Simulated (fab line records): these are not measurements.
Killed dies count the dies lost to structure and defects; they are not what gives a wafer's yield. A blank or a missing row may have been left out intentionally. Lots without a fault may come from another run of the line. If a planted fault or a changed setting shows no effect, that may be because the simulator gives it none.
fab line records	flow sky130
record lots=6	wafers=18	last-day=50
route steps=708 shown FIELD_ISO@19 NWELL@32 DNWELL@35 PWDE@45 SALICIDE@361 PAD_OPEN@708
lots that met no fault: from a run of the same line without faults
start-h: start of the lot's first displayed wafer, in hours after the record's first day	wait-h: time in hours since the lot's previous step	" as in the row above	L1.1+2: a row that stands for several wafers	- no value, or no start given	* or withheld: withheld	< > ~ a bound
route shown NAME@n: NAME is a module with steps in the file, n the number in the route of the first one	usual: mean and standard deviation over wafers with no fault	same: alike in all rows	chamber/n: place in a boat	sites: the reading at each site	_std_site: the standard deviation of these	_edge_site: mean of outer sites minus mean of inner sites	radius-mm: for every site, how far away it sits from the centre of the wafer	mask NAME#n: copy n	behind: the tool/chamber that last shaped the wafer	hold: why the lot was held/for how many hours/how that ended	device: the transistor (n, p or np) that didn't switch	end of line: the tests these same wafers got at the end of their route	a step given without rows: its recipe and nothing more	killed: dies that structure and defects cost at the first sort, which is not the same as the wafer's yield	map: a wafer's dies, x killed, . not, _ none there
set.NAME: the setting as run; set.NAME@STEP: as run at that earlier step	model.NAME: the simulator's own value behind a step, which no gauge read
a table for each step, a row for each wafer; lots at some steps of the route
services: when a tool's chamber went out of use (start-h, in hours from the record's first day, below 0 if earlier), for how many hours, and the reason
## steps
# step SKY_FIELD_ISO_WET_ETCH_18
# recipe chemistry=H3PO4	target-depth-nm=25	temp-c=160	target=Si3N4	time-s=286
# step SKY_FIELD_ISO_CLEAN_19
# recipe chemistry=SC1/SC2	mix=1:4:20	temp-c=70	time-s=150
# step SKY_FIELD_ISO_CLEAN_20
# recipe chemistry=dHF	time-s=19.71	dilution=100:1
# step SKY_FIELD_ISO_WET_ETCH_21
# recipe chemistry=dHF	dilution=100:1	target-depth-nm=20	dry=ipa-marangoni	target=SiO2	temp-c=25	time-s=400
# step SKY_FIELD_ISO_OXIDATION_22
# recipe temp-c=950	ambient=O2	stabilise-s=600	purge-s=300	target-thk-a=100	ox-time-s=623
# step SKY_FIELD_ISO_THK_MEAS_23
# recipe reads=SiO2_of_FIELD_ISO_OXIDATION_22
# usual FIELD_ISO_OXIDATION_01_THK=9.96/0.21
lot.wafer	tool	chamber	start-h	wait-h	FIELD_ISO_OXIDATION_01_THK[nm]
L166.1	film-metro-01	-	41.53	0.0	9.67
L166.3	"	-	"	"	9.71
L166.4	"	-	"	"	9.67
L176.1	film-metro-01	-	88.67	0.0	10.15
L176.4	"	-	"	"	10.09
L176.5	"	-	"	"	10.12
L177.1	film-metro-03	-	92.83	0.0	9.81
L177.3	"	-	"	"	10.03
L177.5	"	-	"	"	10.05
L185.1	film-metro-01	-	137.46	0.0	9.68
L185.4	"	-	"	"	9.59
L185.5	"	-	"	"	9.59
L186.1	film-metro-03	-	149.05	0.0	9.72
L186.2	"	-	"	"	9.68
L186.6	"	-	"	"	9.64
L187.3	film-metro-01	-	149.14	0.0	10.10
L187.4	"	-	"	"	10.02
L187.6	"	-	"	"	10.08
# step SKY_FIELD_ISO_CVD_24
# recipe material=SiO2	target-thk-nm=595	temp-c=650	sigma-open-frac=0.3	time-s=99.2	sih4-flow-sccm=60	pressure-mtorr=6
# step SKY_FIELD_ISO_THK_MEAS_25
# recipe reads=SiO2_of_FIELD_ISO_CVD_24
# usual FIELD_ISO_CVD_24_THK=598/6
lot.wafer	tool	chamber	start-h	wait-h	FIELD_ISO_CVD_24_THK[nm]
L166.1	film-metro-03	-	41.66	0.0	601
L166.3	"	-	"	"	592
L166.4	"	-	"	"	601
L176.1	film-metro-02	-	88.80	0.0	591
L176.4	"	-	"	"	591
L176.5	"	-	"	"	592
L177.1	film-metro-01	-	92.96	0.0	602
L177.3	"	-	"	"	594
L177.5	"	-	"	"	603
L185.1	film-metro-03	-	137.59	0.0	601
L185.4	"	-	"	"	599
L185.5	"	-	"	"	600
L186.1	film-metro-02	-	149.19	0.0	602
L186.2	"	-	"	"	610
L186.6	"	-	"	"	600
L187.3	film-metro-03	-	149.27	0.1	590
L187.4	"	-	"	"	599
L187.6	"	-	"	"	601
# step SKY_FIELD_ISO_ANNEAL_26
# recipe temp-c=1000	time-s=1800	ambient=N2
# step SKY_FIELD_ISO_CMP_27
# recipe stop-on=Si3N4	t-overpolish-s=16	down-force-psi=4	platen-rpm=60	target-thk-nm=457.8	pad-velocity-m-s=0.94248
# usual motor-current-A=12.6/1.4	overpolish-run-s=16.001/0.0093	time-to-endpoint-s=113/5.5
lot.wafer	tool	chamber	start-h	wait-h	motor-current-A	overpolish-run-s	time-to-endpoint-s
L166.3	cmp-02	3	46.11	0.1	10.4	16.003	105
L166.4	"	0	"	"	10.9	16.014	117
L166.1	"	1	"	"	12.0	15.983	122
L176.4	cmp-01	2	90.65	0.3	12.0	16.003	105
L176.1	"	0	"	"	12.5	15.994	118
L176.5	"	3	"	"	12.8	15.997	111
L177.3	cmp-01	0	95.34	0.0	12.3	16.001	123
L177.1	"	1	"	"	15.0	16.008	109
L177.5	"	1	"	"	14.7	16.011	111
L185.4	cmp-01	3	139.94	0.3	11.8	16.005	115
L185.1	"	0	"	"	12.0	16.007	122
L185.5	"	3	"	"	12.7	16.002	116
L186.2	cmp-01	1	150.80	0.1	14.2	16.007	111
L186.1	"	2	"	"	12.6	16.013	115
L186.6	"	1	"	"	13.6	16.007	113
L187.4	cmp-01	1	152.05	0.0	14.1	15.997	107
L187.3	"	2	"	"	12.7	15.996	106
L187.6	"	2	"	"	12.1	15.984	107
# step SKY_FIELD_ISO_WET_ETCH_28
# recipe chemistry=dHF	target-depth-nm=23.7	target=SiO2	dilution=10:1	temp-c=25	time-s=47
# step SKY_FIELD_ISO_WET_ETCH_29
# recipe chemistry=H3PO4	target-depth-nm=160	target=Si3N4	temp-c=160	time-s=1825
# step SKY_FIELD_ISO_WET_ETCH_30
# recipe chemistry=dHF	target-depth-nm=25	target=SiO2	dilution=10:1	temp-c=25	time-s=50
# usual run-length-s=78.8/2.8
lot.wafer	tool	chamber	start-h	wait-h	run-length-s	model.SiO2_of_FIELD_ISO_CVD_24.thk-nm
L166.1	wet-bench-04	0	46.90	0.0	76.5	405.3
L166.3	"	0	"	"	76.5	402.9
L166.4	"	0	"	"	76.5	405.4
L176.1	wet-bench-04	1	91.53	0.0	111.9	387.1
L176.4	"	1	"	"	111.9	384.9
L176.5	"	1	"	"	111.9	385.6
L177.1	wet-bench-04	0	96.18	0.0	113.0	384.2
L177.3	"	0	"	"	113.0	387
L177.5	"	0	"	"	113.0	384.3
L185.1	wet-bench-01	3	140.79	0.0	82.7	407.2
L185.4	"	3	"	"	82.7	405.4
L185.5	"	3	"	"	82.7	404.6
L186.1	wet-bench-01	3	151.63	0.0	76.6	405.2
L186.2	"	3	"	"	76.6	404
L186.6	"	3	"	"	76.6	402.6
L187.3	wet-bench-01	2	152.89	0.0	75.3	403.9
L187.4	"	2	"	"	75.3	403.2
L187.6	"	2	"	"	75.3	403.4
# step SKY_NWELL_CLEAN_00
# recipe chemistry=SC1/SC2	mix=1:4:20	temp-c=70	time-s=150	dry=n2-spin
# step SKY_NWELL_OXIDATION_01
# recipe temp-c=900	ambient=O2	stabilise-s=600	purge-s=300	target-thk-a=100	ox-time-s=1418
# step SKY_NWELL_THK_MEAS_02
# recipe reads=SiO2_of_NWELL_OXIDATION_01
# usual NWELL_OXIDATION_THK=10.04/0.2
lot.wafer	tool	chamber	start-h	wait-h	NWELL_OXIDATION_THK[nm]
L166.1	film-metro-03	-	48.97	0.0	9.80
L166.3	"	-	"	"	9.90
L166.4	"	-	"	"	9.98
L176.1	film-metro-02	-	93.84	0.0	9.93
L176.4	"	-	"	"	10.10
L176.5	"	-	"	"	9.99
L177.1	film-metro-03	-	98.24	0.0	10.01
L177.3	"	-	"	"	9.98
L177.5	"	-	"	"	9.92
L185.1	film-metro-04	-	142.34	0.0	9.99
L185.4	"	-	"	"	10.13
L185.5	"	-	"	"	10.03
L186.1	film-metro-04	-	153.45	0.0	10.05
L186.2	"	-	"	"	10.02
L186.6	"	-	"	"	9.95
L187.3	film-metro-02	-	154.94	0.0	9.90
L187.4	"	-	"	"	9.76
L187.6	"	-	"	"	9.82
# step SKY_DNWELL_DEHYDRATE_00
# recipe temp-c=200	time-s=60
# step SKY_DNWELL_HMDS_01
# recipe prime-time-s=60	prime-temp-c=120
# step SKY_DNWELL_COAT_02
# recipe spin-rpm=2000	resist-thk-nm=3000
# step SKY_DNWELL_SOFTBAKE_03
# recipe temp-c=110	time-s=withheld
# step SKY_DNWELL_EXPOSE_04
# recipe mask-id=DNM	na=0.57	target-cd-nm=3000	dose-mj=222
# step SKY_DNWELL_PEB_05
# recipe temp-c=115	time-s=withheld
# step SKY_DNWELL_DEVELOP_06
# recipe wall-angle-deg=90	developer=TMAH	develop-time-s=60	dev-temp-c=23
# step SKY_DNWELL_IMPLANT_07
# recipe species=P	energy-kev=withheld	dose-cm2=withheld	tilt-deg=withheld
# step SKY_DNWELL_STRIP_08
# recipe chemistry=O2/N2	power-w=1400	pressure-mtorr=1500	platen-temp-c=withheld	o2-flow-sccm=3000	n2-flow-sccm=300	overash-fraction=0.5
# usual drypump-motor-current-A=5.4/0.46	oes-product-au=0.723/0.0047	strip-time-to-endpoint-s=36.97/0.081
# same overash-fraction=0.5
lot.wafer	tool	chamber	start-h	wait-h	drypump-motor-current-A	oes-product-au	rf-hours-counter-h	strip-time-to-endpoint-s
L166.1	plasma-asher-01	1	64.81	0.1	5.8	0.721	38	37.00
L166.3	"	1	"	"	5.8	0.719	-	37.01
L166.4	"	0	"	"	4.9	0.723	-	37.09
L176.1	plasma-asher-01	1	111.76	0.1	5.8	0.720	44	36.96
L176.4	"	1	"	"	5.8	0.718	-	37.14
L176.5	"	0	"	"	4.9	0.726	-	37.00
L177.1	plasma-asher-01	1	116.90	0.1	5.8	0.722	45	36.98
L177.3	"	0	"	"	4.9	0.719	-	37.00
L177.5	"	1	"	"	5.8	0.725	-	37.02
L185.1	plasma-asher-04	0	161.92	0.1	5.7	0.726	3	36.93
L185.4	"	1	"	"	5.1	0.720	-	36.93
L185.5	"	0	"	"	5.7	0.714	-	37.00
L186.1	plasma-asher-01	0	173.55	0.1	4.9	0.734	51	37.09
L186.2	"	1	"	"	5.8	0.727	51	37.07
L186.6	"	1	"	"	5.8	0.721	-	37.06
L187.3	plasma-asher-03	1	175.44	0.1	5.0	0.714	-	36.88
L187.4	"	0	"	"	6.0	0.727	-	36.99
L187.6	"	1	"	"	5.0	0.718	-	37.04
# step SKY_DNWELL_TW_MEAS_09
# usual DNWELL_TW=1121/6.8
lot.wafer	tool	chamber	start-h	wait-h	DNWELL_TW
L166.1	film-metro-04	-	64.91	0.1	1118
L166.3	"	-	"	"	1118
L166.4	"	-	"	"	1122
L176.1	film-metro-03	-	111.86	0.1	1125
L176.4	"	-	"	"	1120
L176.5	"	-	"	"	1129
L177.1	film-metro-04	-	117.00	0.1	1122
L177.3	"	-	"	"	1117
L177.5	"	-	"	"	1125
L185.1	film-metro-02	-	162.02	0.1	1121
L185.4	"	-	"	"	1120
L185.5	"	-	"	"	1123
L186.1	film-metro-04	-	173.65	0.1	1136
L186.2	"	-	"	"	1132
L186.6	"	-	"	"	1126
L187.3	film-metro-02	-	175.53	0.1	1113
L187.4	"	-	"	"	1123
L187.6	"	-	"	"	1116
# step SKY_PWDE_DEHYDRATE_00
# recipe temp-c=200	time-s=60
# step SKY_PWDE_HMDS_01
# recipe prime-time-s=60	prime-temp-c=120
# step SKY_PWDE_COAT_02
# recipe spin-rpm=2000	resist-thk-nm=3000
# step SKY_PWDE_SOFTBAKE_03
# recipe temp-c=110	time-s=withheld
# step SKY_PWDE_EXPOSE_04
# recipe mask-id=PWDEM	na=0.6	source-shape=conventional	sigma-outer=0.6	polarization=unpolarized	target-cd-nm=840	dose-mj=214
# step SKY_PWDE_PEB_05
# recipe temp-c=115	time-s=withheld
# step SKY_PWDE_DEVELOP_06
# recipe wall-angle-deg=90	developer=TMAH	develop-time-s=60	dev-temp-c=22.45
# step SKY_PWDE_OVL_MEAS_07
# usual PWDE_OVL=0.1/1.4
lot.wafer	tool	chamber	start-h	wait-h	PWDE_OVL[nm]
L166.1	overlay-02	-	81.06	-	0.1
L166.3	"	-	"	"	0.5
L166.4	"	-	"	"	-0.3
L176.1	overlay-02	-	129.36	-	1.2
L176.4	"	-	"	"	2.3
L176.5	"	-	"	"	2.3
L177.1	overlay-01	-	133.96	-	-0.7
L177.3	"	-	"	"	0.6
L177.5	"	-	"	"	-0.2
L185.1	overlay-01	-	183.05	-	0.9
L185.4	"	-	"	"	-0.7
L185.5	"	-	"	"	-0.2
L186.1	overlay-02	-	195.29	-	-1.4
L186.2	"	-	"	"	-0.6
L186.6	"	-	"	"	0.4
L187.3	overlay-02	-	197.06	-	0.2
L187.4	"	-	"	"	-0.8
L187.6	"	-	"	"	0.4
# step SKY_PWDE_IMPLANT_08
# recipe species=B	energy-kev=150	dose-cm2=3.6e+12	tilt-deg=withheld
# step SKY_PWDE_STRIP_09
# recipe chemistry=O2/N2	power-w=1400	pressure-mtorr=1500	platen-temp-c=withheld	o2-flow-sccm=3000	n2-flow-sccm=300	overash-fraction=0.5
# usual drypump-motor-current-A=5.6/0.44	oes-product-au=0.723/0.0047	strip-time-to-endpoint-s=36.91/0.12
# same overash-fraction=0.5
lot.wafer	tool	chamber	start-h	wait-h	drypump-motor-current-A	oes-product-au	rf-hours-counter-h	strip-time-to-endpoint-s
L166.1	plasma-asher-03	1	81.25	0.1	4.9	0.723	41	36.79
L166.3	"	1	"	"	4.9	0.723	-	36.86
L166.4	"	0	"	"	6.0	0.722	-	36.79
L176.1	plasma-asher-02	0	129.55	0.1	6.0	0.719	32	36.94
L176.4	"	0	"	"	6.0	0.726	-	36.93
L176.5	"	1	"	"	5.4	0.725	-	37.09
L177.1	plasma-asher-02	0	134.15	0.1	6.0	0.727	33	36.87
L177.3	"	0	"	"	6.0	0.724	-	36.89
L177.5	"	0	"	"	6.0	0.726	-	36.95
L185.1	plasma-asher-03	1	183.24	0.1	5.0	0.712	53	37.12
L185.4	"	0	"	"	6.0	0.729	-	37.17
L185.5	"	0	"	"	6.0	0.716	-	37.01
L186.1	plasma-asher-03	1	195.48	0.1	5.0	0.725	54	36.82
L186.2	"	0	"	"	6.0	0.719	54	36.79
L186.6	"	0	"	"	6.0	0.735	-	36.85
L187.3	plasma-asher-03	0	197.27	0.1	6.0	0.720	-	36.86
L187.4	"	1	"	"	5.0	0.723	-	36.75
L187.6	"	1	"	"	5.0	0.719	-	36.87
# step SKY_PWDE_TW_MEAS_10
# usual PWDE_TW=377/3.4
lot.wafer	tool	chamber	start-h	wait-h	PWDE_TW
L166.1	film-metro-03	-	81.35	0.1	382
L166.3	"	-	"	"	384
L166.4	"	-	"	"	380
L176.1	film-metro-04	-	129.65	0.1	378
L176.4	"	-	"	"	380
L176.5	"	-	"	"	379
L177.1	film-metro-02	-	134.25	0.1	377
L177.3	"	-	"	"	378
L177.5	"	-	"	"	376
L185.1	film-metro-02	-	183.34	0.1	373
L185.4	"	-	"	"	374
L185.5	"	-	"	"	373
L186.1	film-metro-02	-	195.58	0.1	374
L186.2	"	-	"	"	374
L186.6	"	-	"	"	371
L187.3	film-metro-04	-	197.36	0.1	384
L187.4	"	-	"	"	383
L187.6	"	-	"	"	382
# step SKY_NWELL_DEHYDRATE_03
# recipe temp-c=200	time-s=60
# step SKY_NWELL_HMDS_04
# recipe prime-time-s=60	prime-temp-c=120
# step SKY_NWELL_COAT_05
# recipe spin-rpm=2000	resist-thk-nm=3000
# step SKY_NWELL_SOFTBAKE_06
# recipe temp-c=110	time-s=withheld
# step SKY_NWELL_EXPOSE_07
# recipe mask-id=NWM	na=0.6	source-shape=conventional	sigma-outer=0.6	polarization=unpolarized	target-cd-nm=840	dose-mj=255
# step SKY_SALICIDE_CLEAN_00
# recipe chemistry=HF-last	time-s=30	dilution=100:1	dry=ipa-marangoni
lot.wafer	tool	chamber	start-h	wait-h	model.SiO2_of_FIELD_ISO_CVD_24.thk-nm
L166.1	wet-bench-01	2	667.20	0.1	358.5
L166.3	"	2	"	"	356.1
L166.4	"	2	"	"	358.7
L176.1	wet-bench-01	1	734.50	0.1	340.1
L176.4	"	1	"	"	337.9
L176.5	"	1	"	"	338.6
L177.1	wet-bench-01	0	758.61	0.1	337.4
L177.3	"	0	"	"	340.1
L177.5	"	0	"	"	337.6
L185.1	wet-bench-02	3	814.39	0.1	359.8
L185.4	"	3	"	"	358.2
L185.5	"	3	"	"	357.3
L186.1	wet-bench-01	1	827.65	0.1	357.9
L186.2	"	1	"	"	356.7
L186.6	"	1	"	"	355.5
L187.3	wet-bench-02	2	831.51	0.1	357.2
L187.4	"	2	"	"	356.4
L187.6	"	2	"	"	356.8
# step SKY_PAD_OPEN_PROBE_99
# usual killed_at_M0_to_M3=45/7.5	killed_at_M4_up=2.8/1.9	killed-at-contacts=25/5.5	killed-at-front-end=14/4	killed-at-other=0.3/0.75	killed-dies=87/9.4	killed-open=47/6.6	killed-short=39/6.6
# same gross-dies=492	killed-at-back-side=0
lot.wafer	tool	chamber	start-h	wait-h	killed_at_M0_to_M3	killed_at_M4_up	killed-at-contacts	killed-at-front-end	killed-at-other	killed-dies	killed-open	killed-short	model.etest.res_p_drift_20v.line-ohm-um	model.etest.res_p_drift_20v.rs-ohm-sq	model.etest.pfet_16v.r-on-ohm-um	model.etest.res-nwell.rs-ohm-sq	model.etest.cap-li-to-poly.c-af-um2	model.etest.cap-poly-to-well.c-af-um2	model.etest.field-p.vt-v	model.etest.field-n.vt-v
L166.1	prober-01	-	1094.06	0.1	37	2	20	17	1	77	40	37	1.106e+04	9145	1.506e+04	925.8	100.7	91.95	-40.44	35.34
L166.3	prober-01	-	1094.16	0.2	55	1	23	15	1	95	54	41	1.082e+04	9076	1.512e+04	926.4	99.31	93.17	-40.23	35.28
L166.4	prober-01	-	1094.21	0.2	49	4	18	12	0	83	55	28	1.121e+04	9343	1.528e+04	942.6	95.95	90.09	-41.25	35.74
L176.1	prober-01	-	1142.26	0.1	42	8	34	14	0	98	48	50	1.054e+04	8827	1.441e+04	895.5	94	91.95	-38.46	34.05
L176.4	prober-01	-	1142.41	0.2	50	1	17	13	0	81	49	32	1.018e+04	8640	1.434e+04	887.7	93.58	97.93	-37.3	33.32
L176.5	prober-01	-	1142.46	0.2	48	4	22	13	0	87	50	37	1e+04	8377	1.416e+04	864.8	92.72	98.28	-35.81	32.22
L177.1	prober-02	-	1160.32	0.1	60	3	23	12	1	99	62	37	1.088e+04	9177	1.472e+04	871	94.59	96.27	-37.28	33.67
L177.3	prober-02	-	1160.42	0.2	39	3	26	13	1	82	45	37	1.118e+04	9274	1.483e+04	884.2	93.58	94.66	-37.87	34.09
L177.5	prober-02	-	1160.52	0.2	69	1	15	11	0	96	58	38	1.06e+04	8854	1.452e+04	856	94.25	95.93	-36.17	32.87
L185.1	prober-02	-	1196.17	0.1	46	2	29	16	0	93	41	52	1.162e+04	9596	1.583e+04	972.1	97.88	89.72	-43.29	36.67
L185.4	prober-02	-	1196.32	0.2	48	0	28	12	0	88	57	31	1.018e+04	8476	1.498e+04	899	98.27	94.67	-38.45	34.14
L185.5	prober-02	-	1196.37	0.2	43	4	31	12	1	91	46	45	1.133e+04	9323	1.584e+04	950.4	99.25	90.55	-42.18	36.22
L186.1	prober-01	-	1202.71	0.1	42	2	35	11	0	90	47	43	1.104e+04	9085	1.543e+04	996.9	101.2	90.06	-43.43	36.43
L186.2	prober-01	-	1202.76	0.1	41	0	25	14	0	80	42	38	1.038e+04	8686	1.492e+04	971.1	99.44	91.89	-41.45	35.52
L186.6	prober-01	-	1202.96	0.2	38	3	28	9	2	80	40	40	9813	8244	1.458e+04	939.4	99.67	94.69	-39.11	34.13
L187.3	prober-02	-	1206.10	0.2	50	1	28	14	2	95	55	40	1.095e+04	9364	1.488e+04	950.3	97.54	94.35	-40.9	35.82
L187.4	prober-02	-	1206.15	0.2	44	1	37	9	0	91	58	32	1.125e+04	9556	1.518e+04	960	98.2	90.31	-41.45	35.95
L187.6	prober-02	-	1206.25	0.2	52	3	24	15	0	94	48	46	1.143e+04	9555	1.494e+04	957.2	96.15	90.85	-41.73	36.03
# killed by level:class
L166.1 VIA2:geometric-particle:open=7 CONTACT:geometric-particle:short=7 LI_CONTACT:geometric-particle:open=6 CONTACT:geometric-particle:open=5 VIA1:geometric-particle:open=4 VIA2:geometric-particle:short=4 VIA3:geometric-particle:open=4 FIELD_ISO:geometric-particle:open=3
L166.3 VIA1:geometric-particle:open=13 LI_CONTACT:geometric-particle:open=8 VIA3:geometric-particle:open=7 POLY_GATE:geometric-particle:open=5 CONTACT:geometric-particle:open=5 CONTACT:geometric-particle:short=5 METAL1:geometric-particle:short=5 VIA1:geometric-particle:short=5
L166.4 VIA1:geometric-particle:open=16 CONTACT:geometric-particle:open=8 METAL2:geometric-particle:short=7 VIA3:geometric-particle:open=7 VIA2:geometric-particle:open=6 LI_CONTACT:geometric-particle:open=5 METAL1:geometric-particle:short=5 POLY_GATE:geometric-particle:open=4
L176.1 CONTACT:geometric-particle:open=15 VIA1:geometric-particle:open=9 CONTACT:geometric-particle:short=8 VIA3:geometric-particle:open=7 LOCAL_INTERCONNECT:geometric-particle:short=6 METAL4:geometric-particle:short=6 FIELD_ISO:geometric-particle:short=5 METAL1:geometric-particle:short=5
L176.4 VIA1:geometric-particle:open=12 VIA3:geometric-particle:open=11 CONTACT:geometric-particle:open=8 VIA1:geometric-particle:short=7 METAL1:geometric-particle:short=6 POLY_GATE:geometric-particle:open=4 LI_CONTACT:geometric-particle:open=4 CONTACT:geometric-particle:short=4
L176.5 VIA2:geometric-particle:open=10 CONTACT:geometric-particle:open=9 VIA1:geometric-particle:open=9 VIA1:geometric-particle:short=6 VIA3:geometric-particle:short=6 VIA3:geometric-particle:open=6 CONTACT:geometric-particle:short=5 POLY_GATE:geometric-particle:open=4
L177.1 VIA1:geometric-particle:open=16 VIA3:geometric-particle:open=13 VIA2:geometric-particle:open=8 LI_CONTACT:geometric-particle:open=7 CONTACT:geometric-particle:open=6 POLY_GATE:geometric-particle:short=5 VIA2:geometric-particle:short=5 LOCAL_INTERCONNECT:geometric-particle:short=4
L177.3 VIA2:geometric-particle:open=9 CONTACT:geometric-particle:open=9 LI_CONTACT:geometric-particle:open=6 METAL1:geometric-particle:short=6 CONTACT:geometric-particle:short=5 VIA3:geometric-particle:open=5 METAL2:geometric-particle:short=5 VIA1:geometric-particle:open=4
L177.5 VIA1:geometric-particle:open=19 VIA2:geometric-particle:open=12 VIA3:geometric-particle:open=8 METAL2:geometric-particle:short=8 LI_CONTACT:geometric-particle:open=6 LOCAL_INTERCONNECT:geometric-particle:short=5 VIA2:geometric-particle:short=5 POLY_GATE:geometric-particle:short=4
L185.1 CONTACT:geometric-particle:open=13 METAL2:geometric-particle:short=9 VIA1:geometric-particle:open=7 VIA2:geometric-particle:short=7 CONTACT:geometric-particle:short=6 POLY_GATE:geometric-particle:short=5 VIA3:geometric-particle:open=5 POLY_GATE:geometric-particle:open=4
L185.4 CONTACT:geometric-particle:open=15 VIA1:geometric-particle:open=11 VIA3:geometric-particle:open=10 METAL1:geometric-particle:short=8 LI_CONTACT:geometric-particle:open=6 VIA2:geometric-particle:open=6 VIA1:geometric-particle:short=4 POLY_GATE:geometric-particle:open=3
L185.5 CONTACT:geometric-particle:open=12 VIA1:geometric-particle:open=8 VIA3:geometric-particle:open=8 LI_CONTACT:geometric-particle:open=7 VIA1:geometric-particle:short=7 LOCAL_INTERCONNECT:geometric-particle:short=5 VIA2:geometric-particle:short=5 POLY_GATE:geometric-particle:short=4
L186.1 CONTACT:geometric-particle:open=12 METAL2:geometric-particle:short=8 VIA1:geometric-particle:open=8 LI_CONTACT:geometric-particle:open=7 POLY_GATE:geometric-particle:open=6 LI_CONTACT:geometric-particle:short=6 LOCAL_INTERCONNECT:geometric-particle:short=6 VIA2:geometric-particle:open=6
L186.2 CONTACT:geometric-particle:open=12 VIA3:geometric-particle:open=6 METAL1:geometric-particle:short=6 METAL2:geometric-particle:short=6 POLY_GATE:geometric-particle:open=5 POLY_GATE:geometric-particle:short=5 LI_CONTACT:geometric-particle:short=5 VIA1:geometric-particle:open=5
L186.6 METAL2:geometric-particle:short=10 CONTACT:geometric-particle:open=8 CONTACT:geometric-particle:short=7 LI_CONTACT:geometric-particle:short=6 LI_CONTACT:geometric-particle:open=6 VIA2:geometric-particle:open=6 VIA3:geometric-particle:open=4 VIA1:geometric-particle:open=4
L187.3 VIA1:geometric-particle:open=11 LI_CONTACT:geometric-particle:open=9 METAL2:geometric-particle:short=8 CONTACT:geometric-particle:open=7 VIA1:geometric-particle:short=7 FIELD_ISO:geometric-particle:open=6 CONTACT:geometric-particle:short=6 VIA3:geometric-particle:open=6
L187.4 VIA1:geometric-particle:open=15 CONTACT:geometric-particle:open=14 LI_CONTACT:geometric-particle:open=9 VIA3:geometric-particle:open=6 LOCAL_INTERCONNECT:geometric-particle:short=6 CONTACT:geometric-particle:short=4 VIA2:geometric-particle:open=4 FIELD_ISO:geometric-particle:short=3
L187.6 VIA1:geometric-particle:open=11 METAL1:geometric-particle:short=9 LOCAL_INTERCONNECT:geometric-particle:short=8 VIA2:geometric-particle:open=7 POLY_GATE:geometric-particle:open=5 LI_CONTACT:geometric-particle:open=5 METAL2:geometric-particle:short=5 CONTACT:geometric-particle:open=4
## services
tool	chamber	start-h	hours	kind
cmp-01	-	27.12	0.8	repair
cmp-01	-	36.79	1.1	repair
cmp-01	-	80.56	4.7	pm
cmp-01	-	140.23	2.3	repair
cmp-01	-	172.87	0.4	repair
wet-bench-01	-	215.06	2.4	repair
plasma-asher-03	-	226.45	0.9	repair
cmp-01	-	229.20	2.3	repair
cmp-01	-	232.00	4.0	pm
cmp-01	-	251.99	1.2	repair
cmp-01	-	321.43	9.9	pm
cmp-01	-	333.82	5.1	pm
cmp-01	-	360.40	0.9	repair
cmp-01	-	364.30	1.3	repair
cmp-01	-	449.56	4.4	pm
plasma-asher-03	-	455.57	0.7	repair
cmp-01	-	459.42	2.6	repair
cmp-01	-	552.22	1.1	repair
plasma-asher-03	-	568.71	1.1	repair
cmp-01	-	569.10	0.8	repair
plasma-asher-03	-	570.49	1.9	repair
cmp-01	-	572.00	4.0	pm
wet-bench-01	-	613.22	1.6	repair
plasma-asher-03	-	681.42	1.1	repair
## key
first-sign step=SKY_FIELD_ISO_WET_ETCH_30	reading=run-length-s	direction=up	sigmas=12	usual=*	struck=*
effect none on later readings
model-effect step=SKY_FIELD_ISO_WET_ETCH_30	value=SiO2_of_FIELD_ISO_CVD_24.thk-nm	without=405.5	struck=385.5
model-effect step=SKY_SALICIDE_CLEAN_00	value=SiO2_of_FIELD_ISO_CVD_24.thk-nm	without=358.6	struck=338.6
model-effect step=SKY_PAD_OPEN_PROBE_99	value=etest.res_p_drift_20v.line-ohm-um	without=1.195e+04	struck=1.056e+04
met-at SKY_FIELD_ISO_WET_ETCH_30
struck-wafers L176.1,L176.4,L176.5,L177.1,L177.3,L177.5
tester-left-out L176,L177
onset-between 46.90 91.53
fault kind=process-parameter-drift	tool=wet-bench-04	chamber=-	onset-h=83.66	steps=SKY_FIELD_ISO_WET_ETCH_30	channel=time-s	offset=*	shape=step	end-h=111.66	acts-in=*	stated=*
# tester-left-out: of these lots the tester's yield and bins aren't shown, on N5 and GAA mostly nor the transistor test; their killed dies are dies lost to structure and defects alone, not to doping, threshold or leakage, so they don't give the yield
